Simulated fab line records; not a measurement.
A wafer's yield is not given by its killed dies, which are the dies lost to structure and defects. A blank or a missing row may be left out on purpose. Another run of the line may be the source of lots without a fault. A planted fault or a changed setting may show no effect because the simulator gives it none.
Problem report in the 8D (eight disciplines) form, filled by code :: flow gf180mcu :: the parts of the form that need people (team, actions taken, sign-off) are left out

1. PROBLEM STATEMENT
CONTACT_W_RS at GF_CONTACT_RS_MEAS_25 reads a mean of 0.321 ohm/sq on 6 wafers of 2 lots; wafers without a fault read 0.387 ohm/sq with a standard deviation of 0.004. Relative to the usual mean, that is a shift of -17 standard deviations.
The step: measures by four-point-probe.
First seen on wafer L654.1, day 22 03:17, on film-metro-02. At this step, 36 wafers from 12 lots have a number in the record. Rule for "out", or "out of limits": more than 4 standard deviations from the usual mean. Any other wafer with a number is counted as sound.

2. WHAT THIS IS AND IS NOT
question: which readings at this step
is: CONTACT_W_RS
is not: -

question: which lots
is: L654, L655
is not: L639, L641, L642, L644, L645, L646, L649, L656, L658, L661

question: which wafers of those lots
is: all that have a number
is not: -

question: read on which gauges
is: film-metro-02
is not: film-metro-01, film-metro-04

question: when
is: from day 22 03:17
is not: up to then (21 sound wafers); but 9 sound wafers of L656, L658, L661 came after

3. THE SUSPECTS, EACH WITH WHAT RULES IT OUT
Counting: a tool at any process step up to the reading remains a suspect when it ran all the lots that are out and ran no sound lot after the first of those.
- the gauge at GF_CONTACT_RS_MEAS_25: kept. All the wafers that are out were read on film-metro-02, and no step on other tools shows them out.
- cvd-w-01 at GF_CONTACT_CVD_24 (deposits W, target thk 300 nm, time 90.339 s): kept. It processed each lot that is out, first L654 at day 22 03:11, and no sound lot thereafter; up to then, the last sound lot it processed was L649 at day 20 09:43.
What counting leaves: cvd-w-01 at GF_CONTACT_CVD_24 and film-metro-02 at GF_CONTACT_RS_MEAS_25.

4. THE CAUSE (what the simulator had put in)
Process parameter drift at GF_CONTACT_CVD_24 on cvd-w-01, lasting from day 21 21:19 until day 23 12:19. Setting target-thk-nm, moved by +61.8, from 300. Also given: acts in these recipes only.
After counting, 2 suspects remain, this tool included.

5. SEQUENCE OF EFFECTS, ordered by route
Rows list readings where the struck wafers' mean (over those with a number) sits beyond 3 standard deviations from the usual. Only readings for which the record gives a usual standard deviation are gone through. hours: the time from each lot's start at the first step in this table that gives one to its start at this step, as a median over the lots. sigmas: the change in usual standard deviations.
hours: 0
step: GF_CONTACT_RS_MEAS_25
reading: CONTACT_W_RS
usual: 0.387 ohm/sq
on struck wafers: 0.321
change: -0.066
sigmas: -17

hours: 0
step: GF_CONTACT_THK_MEAS_26
reading: CONTACT_W_THK
usual: 300 nm
on struck wafers: 368
change: +68
sigmas: +16

hours: 0
step: GF_CONTACT_CMP_27
reading: time-to-endpoint-s
usual: 71 s
on struck wafers: 86
change: +14
sigmas: +4.1
Process steps it contains:
- GF_CONTACT_CMP_27: polishes, stops on SiO2, t overpolish 15 s, target thk 0 nm.
At these later measuring or inspecting steps, every struck wafer for which the step has a row has a number for every such reading, and none has moved that far: GF_V1_THK_MEAS_03, GF_V2_THK_MEAS_01, GF_M3_THK_MEAS_06.

6. HOW IT WOULD HAVE BEEN CAUGHT EARLIER
In this record the first reading out of limits at a measuring or inspecting step was taken at day 22 03:17, 6 hours after the fault began at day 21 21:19.
Of the tool readings at GF_CONTACT_CVD_24 for which the record gives a usual standard deviation, none was out on any struck wafer, so an alarm limit of 4 standard deviations on them would not have fired.
Among the 2 lots that are out, L655 began GF_CONTACT_CVD_24 on cvd-w-01 after day 22 03:17. Putting the tool on hold at that point would have spared it.
